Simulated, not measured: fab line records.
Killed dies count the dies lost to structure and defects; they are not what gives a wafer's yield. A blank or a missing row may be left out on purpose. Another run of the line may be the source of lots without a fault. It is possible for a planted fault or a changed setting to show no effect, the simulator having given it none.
What tool caused it? | flow sky130 | 36 wafers from 12 lots sampled at 6 of the route's 708 steps

WHAT THE GAUGES READ, wafer by wafer
SKY_LDD_P_CD_MEAS_07: the cd target is 380 nm.
lot  | measured     | on       | cdNm (nm)
L965 | day 19 07:02 | cdSem-02 | 381.0 380.2 382.5
L967 | day 19 16:57 | cdSem-01 | 379.3 379.2 380.5
L968 | day 20 01:17 | cdSem-01 | 383.1 383.0 384.2
L971 | day 21 06:20 | cdSem-01 | 381.4 380.5 382.4
L972 | day 21 21:08 | cdSem-01 | 377.4 378.5 377.0
L973 | day 22 05:09 | cdSem-01 | 379.0 380.9 380.3
L974 | day 22 13:26 | cdSem-01 | 377.0 378.5 379.6
L976 | day 23 06:18 | cdSem-02 | 383.5 380.4 382.2
L977 | day 23 11:28 | cdSem-02 | 375.2 375.3 375.0
L982 | day 25 04:36 | cdSem-02 | 377.1 378.9 379.9
L983 | day 25 20:44 | cdSem-02 | 377.1 379.1 379.0
L988 | day 28 04:58 | cdSem-01 | 379.3 378.6 376.4

SKY_POLY_CUT_CD_MEAS_08: the cd target is 270 nm.
lot  | measured     | on       | cdNm (nm)
L965 | day 24 22:38 | cdSem-01 | 272.8 273.0 273.1
L967 | day 24 23:06 | cdSem-02 | 270.4 272.5 271.9
L968 | day 25 04:05 | cdSem-01 | 272.3 270.8 270.9
L971 | day 26 07:38 | cdSem-01 | 270.3 270.5 270.9
L972 | day 26 21:08 | cdSem-01 | 271.2 272.1 271.4
L973 | day 27 06:13 | cdSem-01 | 270.1 270.3 271.0
L974 | day 27 13:05 | cdSem-01 | 267.1 267.7 267.5
L976 | day 28 04:08 | cdSem-01 | 269.5 270.1 269.2
L977 | day 28 09:07 | cdSem-02 | 268.7 268.9 268.9
L982 | day 30 01:43 | cdSem-01 | 266.0 266.5 266.9
L983 | day 30 16:02 | cdSem-02 | 268.6 269.2 268.0
L988 | day 32 22:28 | cdSem-02 | 271.6 272.1 271.9

SKY_RES_XHIGH_TW_MEAS_09.
lot  | measured     | on           | RES_XHIGH_TW
L965 | day 27 10:17 | filmMetro-01 | 1671 1675 1670
L967 | day 27 10:38 | filmMetro-04 | 1651 1642 1649
L968 | day 27 14:47 | filmMetro-01 | 1673 1677 1669
L971 | day 28 17:11 | filmMetro-01 | 1677 1674 1678
L972 | day 29 06:44 | filmMetro-01 | 1670 1674 1675
L973 | day 29 15:02 | filmMetro-01 | 1665 1660 1666
L974 | day 29 22:20 | filmMetro-04 | 1638 1647 1639
L976 | day 30 12:55 | filmMetro-04 | 1643 1647 1641
L977 | day 30 16:42 | filmMetro-03 | 1619 1612 1607
L982 | day 32 09:26 | filmMetro-04 | 1696 1698 1712
L983 | day 32 23:47 | filmMetro-04 | 1703 1713 1696
L988 | day 35 02:48 | filmMetro-01 | 1663 1670 1661

SKY_SD_N_RS_MEAS_18: a four-point-probe measurement.
lot  | measured     | on           | RES_XHIGH_RS (ohm/sq)
L965 | day 28 15:25 | filmMetro-03 | 333.1 333.6 332.5
L967 | day 28 16:02 | filmMetro-01 | 334.1 333.8 333.5
L968 | day 28 19:49 | filmMetro-04 | 336.1 335.8 335.4
L971 | day 29 22:42 | filmMetro-03 | 332.3 331.8 332.7
L972 | day 30 10:37 | filmMetro-01 | 332.6 332.8 331.8
L973 | day 30 19:32 | filmMetro-03 | 335.1 336.5 335.3
L974 | day 31 02:46 | filmMetro-03 | 334.6 333.0 334.7
L976 | day 31 17:10 | filmMetro-04 | 330.8 332.5 333.3
L977 | day 31 21:30 | filmMetro-04 | 332.1 333.1 332.8
L982 | day 33 13:47 | filmMetro-01 | 307.7 307.2 307.4
L983 | day 34 03:13 | filmMetro-03 | 305.5 306.1 306.2
L988 | day 36 05:18 | filmMetro-03 | 334.3 333.9 333.3

WHICH TOOL RAN EACH LOT (tool, then ch and the chambers of the sampled wafers, then the start)
lot  | SKY_RES_XHIGH_SOFTBAKE_03        | SKY_RES_XHIGH_IMPLANT_07
L965 | lithoTrack-02 ch 0, day 26 19:20 | implanter-03 ch 0, day 27 10:02
L967 | lithoTrack-03 ch 0, day 26 19:30 | implanter-01 ch 0, day 27 10:24
L968 | lithoTrack-02 ch 0, day 27 00:14 | implanter-03 ch 0, day 27 14:32
L971 | lithoTrack-03 ch 0, day 28 02:38 | implanter-03 ch 0, day 28 16:56
L972 | lithoTrack-02 ch 0, day 28 16:11 | implanter-04 ch 0, day 29 06:29
L973 | lithoTrack-02 ch 0, day 29 00:27 | implanter-04 ch 0, day 29 14:48
L974 | lithoTrack-01 ch 0, day 29 08:11 | implanter-01 ch 0, day 29 22:05
L976 | lithoTrack-01 ch 0, day 29 22:55 | implanter-03 ch 0, day 30 12:42
L977 | lithoTrack-02 ch 0, day 30 02:29 | implanter-03 ch 0, day 30 16:29
L982 | lithoTrack-01 ch 0, day 31 20:01 | implanter-03 ch 0, day 32 09:12
L983 | lithoTrack-02 ch 0, day 32 09:38 | implanter-03 ch 0, day 32 23:32
L988 | lithoTrack-03 ch 0, day 34 14:05 | implanter-01 ch 0, day 35 02:35
- SKY_RES_XHIGH_SOFTBAKE_03: time 61.26 s.
- SKY_RES_XHIGH_IMPLANT_07

AS READ BY THE TOOLS THEMSELVES (means over the sampled wafers that have a number; for cases with no such wafer, the mark the record gives instead)
SKY_RES_XHIGH_SOFTBAKE_03.
lot  | tool          | plateSensorTCentreC (C) | plateSensorTEdgeC (C)
L965 | lithoTrack-02 | 90.759                  | 90.831
L967 | lithoTrack-03 | 90.759                  | 90.826
L968 | lithoTrack-02 | 90.753                  | 90.839
L971 | lithoTrack-03 | 90.755                  | 90.824
L972 | lithoTrack-02 | 90.738                  | 90.833
L973 | lithoTrack-02 | 90.760                  | 90.840
L974 | lithoTrack-01 | 90.757                  | 90.827
L976 | lithoTrack-01 | 90.756                  | 90.830
L977 | lithoTrack-02 | 90.757                  | 90.832
L982 | lithoTrack-01 | 90.752                  | 90.840
L983 | lithoTrack-02 | 90.756                  | 90.837
L988 | lithoTrack-03 | 90.763                  | 90.832

SKY_RES_XHIGH_IMPLANT_07.
lot  | tool         | doseIonsCm2
L965 | implanter-03 | 3.600e+14
L967 | implanter-01 | 3.600e+14
L968 | implanter-03 | 3.601e+14
L971 | implanter-03 | 3.608e+14
L972 | implanter-04 | 3.606e+14
L973 | implanter-04 | 3.604e+14
L974 | implanter-01 | 3.601e+14
L976 | implanter-03 | 3.604e+14
L977 | implanter-03 | 3.601e+14
L982 | implanter-03 | 3.952e+14
L983 | implanter-03 | 3.956e+14
L988 | implanter-01 | 3.598e+14

THE ANSWER, worked out from the rows above alone
Rule: usual is defined by the lots themselves. The widest of any qualifying gaps counts: lots, ordered by their means at a reading, are off when they make up no more than a third of the lots, leave a main group of 4 or more, and stand apart from it by 3 or more times the standard deviation of that group's means. If all means in a main group match to the digits the tables above print for the reading, that group is not used. Also off: a lot with no number at a reading for which 4 or more lots have one. Any other lot the step has rows for is counted as sound. Order of review: gauges by route order, followed by the tools' own readings, for which a lot's mean as printed above is used. The first step at which some lot is off is used, and at that step the reading that is off furthest; a lot without a number counts as furthest.
Off: L982, L983, seen at SKY_SD_N_RS_MEAS_18 (RES_XHIGH_RS). The main group has a mean of 333.6 ohm/sq with a standard deviation of 1.2.
If a tool, at a process step before that reading, ran all the lots that are off and no sound lot after the first of them, it fits. Not tried: the gauges at SKY_SD_N_RS_MEAS_18; whatever is off there is also off at SKY_RES_XHIGH_IMPLANT_07, on other tools, and gauge error can't account for it. One fits: SKY_RES_XHIGH_IMPLANT_07 on implanter-03. Its last sound lot is L977 (day 30 16:29), its first lot that is off L982 (day 32 09:12): a fault that began between those two fits.
On the lots that are off, the tool's own readings at SKY_RES_XHIGH_IMPLANT_07 differ by more than 5 times the standard deviation of the sound lots' means, which bears it out; doseIonsCm2 reads 3.954e+14 there versus 3.602e+14 on the sound lots.

WHAT WAS PUT IN BY THE SIMULATOR
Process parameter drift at SKY_RES_XHIGH_IMPLANT_07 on implanter-03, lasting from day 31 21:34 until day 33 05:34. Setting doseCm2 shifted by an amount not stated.
Struck lots among those shown: L982, L983. The rule above reached the same finding.
